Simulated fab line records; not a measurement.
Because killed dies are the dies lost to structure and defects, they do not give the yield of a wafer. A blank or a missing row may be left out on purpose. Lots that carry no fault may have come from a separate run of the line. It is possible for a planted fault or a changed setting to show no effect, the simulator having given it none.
A single fault, viewed from 2 desks ; flow sky130 ; only its own numbers are on each desk; what lay behind them is given at the end

## AT THE METROLOGY DESK
Lot by lot, what the gauges showed, no matter which tool ran the lot: averages of those sampled wafers that carry a number. If a lot's mean is further than 4 standard deviations from the usual mean, the lot is out of limits and carries the mark OUT (the distance appears in the brackets).
Columns: A = cd-nm at SKY_FIELD_ISO_CD_MEAS_13, usual 149.8 nm; B = VIA1_OVL at SKY_VIA1_OVL_MEAS_13, usual 4 nm
lot;first seen here;A;B
L906;day 2 06:16;150.1;9
L908;day 2 14:43;149.0;10
L909;day 2 21:04;150.1;1
L910;day 3 02:36;149.5;6
L911;day 3 09:10;151.2;0
L912;day 3 12:46;149.8;2
L914;day 3 21:56;147.5;7
L915;day 4 03:20;152.1;3
L916;day 4 08:22;149.8;-0
L917;day 4 13:54;149.0;2
L918;day 4 21:11;152.1;2
L921;day 5 11:14;111.5 (-29) OUT;-
L925;day 6 07:45;120.3 (-23) OUT;-
This desk's finding: out of limits on L921, L925; first on L921, day 5 11:14 (cd-nm at SKY_FIELD_ISO_CD_MEAS_13). L906, L908, L909, L910, L911, L912, L914, L915, L916, L917, L918 stayed within limits.

## THE TOOL OWNER'S DESK: krf-scanner-01
The tool's own readings at SKY_FIELD_ISO_EXPOSE_10 (exposes mask FOM, target cd 150 nm): means of the sampled wafers that have a number, for each lot that ran on this tool. If a lot's mean is further than 4 standard deviations from the usual mean, the lot is out of limits and carries the mark OUT (the distance appears in the brackets).
Columns: A = exposure-dose-mJ-cm2 at SKY_FIELD_ISO_EXPOSE_10, usual 28.004
lot;first seen here;A
L908;day 2 07:33;28.012
L909;day 2 13:46;27.981
L911;day 3 00:39;28.030
L915;day 3 19:29;27.992
L916;day 4 00:37;27.991
L921;day 5 02:04;33.840 (+99 or more) OUT
L925;day 5 23:01;32.659 (+99 or more) OUT
This desk's finding: out of limits on L921, L925; first on L921, day 5 02:04 (exposure-dose-mJ-cm2 at SKY_FIELD_ISO_EXPOSE_10). L908, L909, L911, L915, L916 stayed within limits.

## ALL TOGETHER
On L921, L925, at day 5 02:04, an alarm was possible from the tool owner's desk.
The metrology desk could have raised an alarm at day 5 11:14, on L921, L925.
All the named lots went through SKY_FIELD_ISO_EXPOSE_10 on krf-scanner-01.

## WHAT HAD BEEN PUT IN BY THE SIMULATOR
Process parameters drifting: krf-scanner-01 at SKY_FIELD_ISO_EXPOSE_10, beginning at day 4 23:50. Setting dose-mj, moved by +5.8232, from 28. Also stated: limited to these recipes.
Struck lots among those shown: L921, L925.
Delay (hours) between the fault's onset and each desk's first out-of-limits reading: 2 at the tool owner's desk, 11 at the metrology desk.
